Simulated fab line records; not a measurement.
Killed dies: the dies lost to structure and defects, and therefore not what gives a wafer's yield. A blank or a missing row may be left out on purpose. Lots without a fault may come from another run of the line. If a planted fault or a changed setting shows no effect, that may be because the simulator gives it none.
Matching of chambers	flow sky130	4 sister chambers for SKY_VIA2_ETCH_15 on rie diel-03
The step etches SiO2 in C4F8/O2/Ar, stops on TiN, target depth 546 nm, time 86.05 s. 7 wafers are shown with their chamber, then 7 later ones without.

== WAFERS WITH THEIR CHAMBER ==
wafer	chamber	oes product au (a.u.)
L075.3	0	0.940
L077.5	1	0.942
L084.3	1	0.937
L084.4	3	0.928
L084.6	2	0.939
L086.2	2	0.942
L086.4	3	0.940

== WAFERS WITH NO CHAMBER GIVEN ==
wafer	oes product au (a.u.)
L086.6	0.933
L088.1	0.930
L088.3	0.933
L088.6	0.939
L092.3	0.939
L092.4	0.933
L092.6	0.935

== WHICH CHAMBER EACH ONE RAN IN ==
wafer	from the rows above	in truth
L086.6	can't be placed: 3 or 1 or 0 or 2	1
L088.1	can't be placed: 3 or 1 or 0 or 2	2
L088.3	can't be placed: 3 or 1 or 0 or 2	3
L088.6	can't be placed: 1 or 0 or 2 or 3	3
L092.3	can't be placed: 1 or 0 or 2 or 3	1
L092.4	can't be placed: 3 or 1 or 0 or 2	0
L092.6	can't be placed: 3 or 1 or 0 or 2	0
Correct placement for 0 of the 7. Cannot be placed on the basis of these rows: 7; the candidates contain the true chamber in 7. 0 placed wrongly.
How it was worked out, from the rows above alone: a wafer's distance from a chamber is the root of the sum, over the readings, of the square of ((its reading less the chamber's mean) divided by the reading's scatter). The wafer belongs to the nearest chamber; if the next one is less than 2 further off, it can't be placed. For every chamber, the mean is computed from those of its wafers that are shown. How the scatter is found: for the shown wafers, subtract from each reading the mean of its chamber, square and add these, divide the total by (wafers less chambers), then take the root.
